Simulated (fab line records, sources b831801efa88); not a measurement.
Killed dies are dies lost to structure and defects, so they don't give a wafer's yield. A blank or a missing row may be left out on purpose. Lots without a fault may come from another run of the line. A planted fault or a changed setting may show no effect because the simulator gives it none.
Chamber matching | flow gf180mcu | GF_M5_ETCH_09 on rie_diel-01: 4 sister chambers
The step etches Si3N4 in CF4/O2, target depth 52 nm, time 11.6 s. 7 wafers are shown with their chamber, then 7 later ones without.

WAFERS WITH THEIR CHAMBER
wafer  | chamber | drypump_motor_current_A (A) | oes_product_au (a.u.)
L079.1 | 2       | 5.7                         | 0.998
L084.1 | 3       | 5.1                         | 0.993
L084.4 | 2       | 5.6                         | 1.015
L086.2 | 0       | 6.0                         | 0.983
L086.4 | 1       | 4.9                         | 1.005
L088.1 | 0       | 6.0                         | 0.989
L088.3 | 1       | 4.9                         | 0.998

WAFERS WITHOUT THEIR CHAMBER
wafer  | drypump_motor_current_A (A) | oes_product_au (a.u.)
L088.5 | 6.0                         | 0.988
L089.2 | 6.0                         | 0.986
L089.5 | 5.1                         | 0.997
L089.6 | 6.0                         | 0.986
L091.1 | 4.9                         | 1.002
L091.4 | 6.1                         | 0.986
L091.5 | 4.9                         | 1.011

WHICH CHAMBER EACH WENT THROUGH
wafer  | from the rows above | in truth
L088.5 | 0                   | 0
L089.2 | 0                   | 0
L089.5 | 3                   | 3
L089.6 | 0                   | 0
L091.1 | 1                   | 1
L091.4 | 0                   | 0
L091.5 | 1                   | 1
Placed correctly: 7 of 7. Can't be placed from these rows: 0. Placed wrongly: 0.
How it was worked out, from the rows above alone: a wafer's distance from a chamber is the root of the sum, over the readings, of the square of ((its reading less the chamber's mean) divided by the reading's scatter). The wafer belongs to the nearest chamber; if the next one is less than 2 further off, it can't be placed. A chamber's mean is the mean of its shown wafers. The scatter: the root of (the sum of the squares of (reading less its chamber's mean) over the shown wafers, divided by (wafers less chambers)).
